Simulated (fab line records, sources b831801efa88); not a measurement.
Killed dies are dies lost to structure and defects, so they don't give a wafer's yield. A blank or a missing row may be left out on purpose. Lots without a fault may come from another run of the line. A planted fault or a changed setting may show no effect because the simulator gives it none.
fab line records | flow gf180mcu
record lots=15 wafers=45 last_day=34
route steps=602 shown STI@11 HV_LDD@187
lots that met no fault: from a run of the same line without faults
start_h: hours from the record's first day to the start of the lot's first wafer shown | wait_h: hours since the lot's step before | " the same as in the row above | L1.1+2: a row that stands for several wafers | - no value, or no start given | * or withheld: withheld | < > ~ a bound
route shown NAME@n: a module of which the file shows steps, and the number in the route of the first | usual: mean/standard deviation of fault-free wafers | same: alike in all rows | chamber/n: place in a boat | sites: the reading at each site | _std_site: their standard deviation | _edge_site: outer sites' mean less inner sites' | radius_mm: how far each site lies from the wafer's centre | mask NAME#n: copy n | behind: the tool/chamber that last shaped the wafer | hold: why the lot was held/for how many hours/how that ended | device: the transistor (n, p or np) that didn't switch | end of line: the same wafers' tests at the end of the route | a step without rows: its recipe alone | killed: dies lost to structure and defects at the first sort, not the wafer's yield | map: a wafer's dies, x killed, . not, _ none there
set.NAME: the setting as run; set.NAME@STEP: as run at that earlier step | model.NAME: the simulator's own value behind a step, which no gauge read
steps of the route over a sample of lots; a table a step, a row a wafer
## steps
# step GF_STI_PEB_10
# recipe peb_temp_c=135 peb_time_s=90 resist=KrF
# usual chill_plate_temp_C=23.01/0.12 exhaust_pa=45.0/0.94
# columns lot.wafer tool chamber start_h wait_h chill_plate_temp_C exhaust_pa
L500.2 litho_track-02 0 30.50 - 22.86 45.6
L500.4 " 0 " " 23.02 43.6
L500.5 " 0 " " 23.10 45.4
L502.4 litho_track-01 0 39.56 - 23.02 43.5
L502.5 " 0 " " 22.90 44.4
L502.6 " 0 " " 23.19 45.2
L503.1 litho_track-03 0 44.59 - 23.01 43.8
L503.2 " 0 " " 22.96 43.8
L503.4 " 0 " " 23.15 43.5
L504.2 litho_track-01 0 53.40 - 23.12 44.3
L504.4 " 0 " " 23.10 44.6
L504.6 " 0 " " 23.04 45.3
L506.1 litho_track-01 0 65.01 - 23.10 44.8
L506.2 " 0 " " 23.03 43.7
L506.4 " 0 " " 23.23 43.3
L509.1 litho_track-01 0 77.71 - 23.00 47.2
L509.2 " 0 " " 23.06 46.0
L509.5 " 0 " " 23.02 47.3
L510.1 litho_track-03 0 81.99 - 22.98 43.6
L510.5 " 0 " " 22.99 43.2
L510.6 " 0 " " 22.93 43.7
L511.1 litho_track-01 0 87.01 - 23.00 45.3
L511.4 " 0 " " 22.98 45.7
L511.5 " 0 " " 22.90 45.0
L512.1 litho_track-01 0 93.81 - 22.99 45.3
L512.3 " 0 " " 23.11 45.1
L512.6 " 0 " " 23.18 44.2
L513.1 litho_track-01 0 97.46 - 22.96 45.5
L513.3 " 0 " " 23.09 46.6
L513.4 " 0 " " 22.97 46.3
L514.1 litho_track-02 0 102.12 - 22.84 45.7
L514.3 " 0 " " 23.02 46.0
L514.6 " 0 " " 23.09 46.6
L515.1 litho_track-02 - 107.97 - - -
L515.3 " - " " - -
L515.5 " - " " - -
L516.1 litho_track-01 - 111.41 - - -
L516.4 " - " " - -
L516.6 " - " " - -
L517.1 litho_track-01 - 117.61 - - -
L517.3 " - " " - -
L517.4 " - " " - -
L522.2 litho_track-01 0 143.99 - 23.38 46.9
L522.3 " 0 " " 23.14 45.9
L522.6 " 0 " " 23.10 45.0
# step GF_STI_CD_MEAS_12
# recipe target_cd_nm=220
# usual cd_nm=219.9/1.5
# columns lot.wafer tool chamber start_h wait_h cd_nm
L500.2 cd_sem-01 - 30.84 0.1 219.7
L500.4 " - " " 219.8
L500.5 " - " " 219.0
L502.4 cd_sem-02 - 39.87 0.1 219.5
L502.5 " - " " 219.2
L502.6 " - " " 219.8
L503.1 cd_sem-01 - 44.94 0.1 217.5
L503.2 " - " " 217.8
L503.4 " - " " 217.4
L504.2 cd_sem-01 - 53.73 0.1 219.3
L504.4 " - " " 217.5
L504.6 " - " " 217.9
L506.1 cd_sem-02 - 65.36 0.1 221.9
L506.2 " - " " 220.2
L506.4 " - " " 221.2
L509.1 cd_sem-01 - 78.06 0.1 221.7
L509.2 " - " " 220.8
L509.5 " - " " 220.9
L510.1 cd_sem-01 - 82.34 0.1 218.5
L510.5 " - " " 219.0
L510.6 " - " " 218.4
L511.1 cd_sem-01 - 87.36 0.1 222.2
L511.4 " - " " 222.2
L511.5 " - " " 222.2
L512.1 cd_sem-02 - 94.16 0.1 220.4
L512.3 " - " " 220.4
L512.6 " - " " 218.8
L513.1 cd_sem-02 - 97.81 0.1 219.1
L513.3 " - " " 217.8
L513.4 " - " " 216.7
L514.1 cd_sem-01 - 102.47 0.1 222.6
L514.3 " - " " 220.9
L514.6 " - " " 220.4
L515.1 cd_sem-01 - 108.32 0.1 -
L515.3 " - " " -
L515.5 " - " " -
L516.1 cd_sem-02 - 111.76 0.1 -
L516.4 " - " " -
L516.6 " - " " -
L517.1 cd_sem-02 - 117.96 0.1 -
L517.3 " - " " -
L517.4 " - " " -
L522.2 cd_sem-01 - 144.33 0.1 220.4
L522.3 " - " " 221.8
L522.6 " - " " 222.8
# step GF_HV_LDD_TW_MEAS_11
# usual HV_LDD_TW=2397/23
# columns lot.wafer tool chamber start_h wait_h HV_LDD_TW
L500.2 film_metro-03 - 236.95 0.1 2375
L500.4 " - " " 2370
L500.5 " - " " 2367
L502.4 film_metro-02 - 244.00 0.1 2406
L502.5 " - " " 2394
L502.6 " - " " 2389
L503.1 film_metro-01 - 251.55 0.1 2438
L503.2 " - " " 2429
L503.4 " - " " 2436
L504.2 film_metro-02 - 262.13 0.1 2410
L504.4 " - " " 2412
L504.6 " - " " 2398
L506.1 film_metro-01 - 276.37 0.1 2416
L506.2 " - " " 2428
L506.4 " - " " 2430
L509.1 film_metro-01 - 292.74 0.1 2411
L509.2 " - " " 2416
L509.5 " - " " 2411
L510.1 film_metro-03 - 301.27 0.1 2362
L510.5 " - " " 2361
L510.6 " - " " 2375
L511.1 film_metro-01 - 305.60 0.1 2424
L511.4 " - " " 2409
L511.5 " - " " 2398
L512.1 film_metro-03 - 310.69 0.1 2363
L512.3 " - " " 2371
L512.6 " - " " 2377
L513.1 film_metro-02 - 318.92 0.1 2391
L513.3 " - " " 2397
L513.4 " - " " 2412
L514.1 film_metro-02 - 328.07 0.1 2418
L514.3 " - " " 2401
L514.6 " - " " 2400
L522.2 film_metro-03 - 383.88 0.1 2366
L522.3 " - " " 2376
L522.6 " - " " 2375
# step GF_HV_LDD_CD_MEAS_31
# recipe target_cd_nm=400
# usual cd_nm=400.3/2.1
# columns lot.wafer tool chamber start_h wait_h cd_nm
L500.2 cd_sem-02 - 274.86 0.1 400.1
L500.4 " - " " 400.6
L500.5 " - " " 400.8
L502.4 cd_sem-01 - 282.10 0.1 399.5
L502.5 " - " " 400.3
L502.6 " - " " 399.5
L503.1 cd_sem-01 - 290.09 0.1 396.7
L503.2 " - " " 398.4
L503.4 " - " " 397.8
L504.2 cd_sem-01 - 301.19 0.1 402.7
L504.4 " - " " 401.0
L504.6 " - " " 401.7
L506.1 cd_sem-01 - 315.44 0.1 397.7
L506.2 " - " " 398.8
L506.4 " - " " 399.6
L509.1 cd_sem-02 - 333.27 0.1 402.9
L509.2 " - " " 401.7
L509.5 " - " " 401.8
L510.1 cd_sem-02 - 342.86 0.1 398.0
L510.5 " - " " 397.1
L510.6 " - " " 396.3
L511.1 cd_sem-01 - 347.01 0.1 398.4
L511.4 " - " " 396.9
L511.5 " - " " 398.4
L512.1 cd_sem-01 - 352.54 0.1 399.3
L512.3 " - " " 398.3
L512.6 " - " " 400.1
L513.1 cd_sem-02 - 360.56 0.1 402.3
L513.3 " - " " 402.8
L513.4 " - " " 401.4
L514.1 cd_sem-02 - 370.26 0.1 400.6
L514.3 " - " " 399.1
L514.6 " - " " 400.2
L522.2 cd_sem-01 - 430.13 0.1 401.3
L522.3 " - " " 401.1
L522.6 " - " " 400.4
## key
first_sign step=GF_STI_PEB_10 reading=tool_record direction=missing
effect none on later readings
met_at GF_STI_PEB_10
struck_lots L515,L516,L517
later_rows_left_out L515.1,L515.3,L515.5,L516.1,L516.4,L516.6,L517.1,L517.3,L517.4
sort_left_out L515.1,L515.3,L515.5,L516.1,L516.4,L516.6,L517.1,L517.3,L517.4
tester_left_out L515,L516,L517
not_acting_at GF_STI_CD_MEAS_12,GF_HV_LDD_TW_MEAS_11,GF_HV_LDD_CD_MEAS_31
onset_between 102.12 107.97
fault kind=skipped_step_whole tool=litho_track-01,litho_track-02 chamber=- onset_h=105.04 steps=GF_STI_PEB_10 scope=struck_lots_only
# tester_left_out: of these lots the tester's yield and bins aren't shown, on N5 and GAA mostly nor the transistor test; their killed dies are dies lost to structure and defects alone, not to doping, threshold or leakage, so they don't give the yield
# sort_left_out: the simulated sort isn't trusted on such a fault, so these wafers' sort isn't shown, and their yield isn't known
# later_rows_left_out: the simulator's readings of these wafers behind a module that went badly wrong aren't trusted and aren't shown, but for the sort
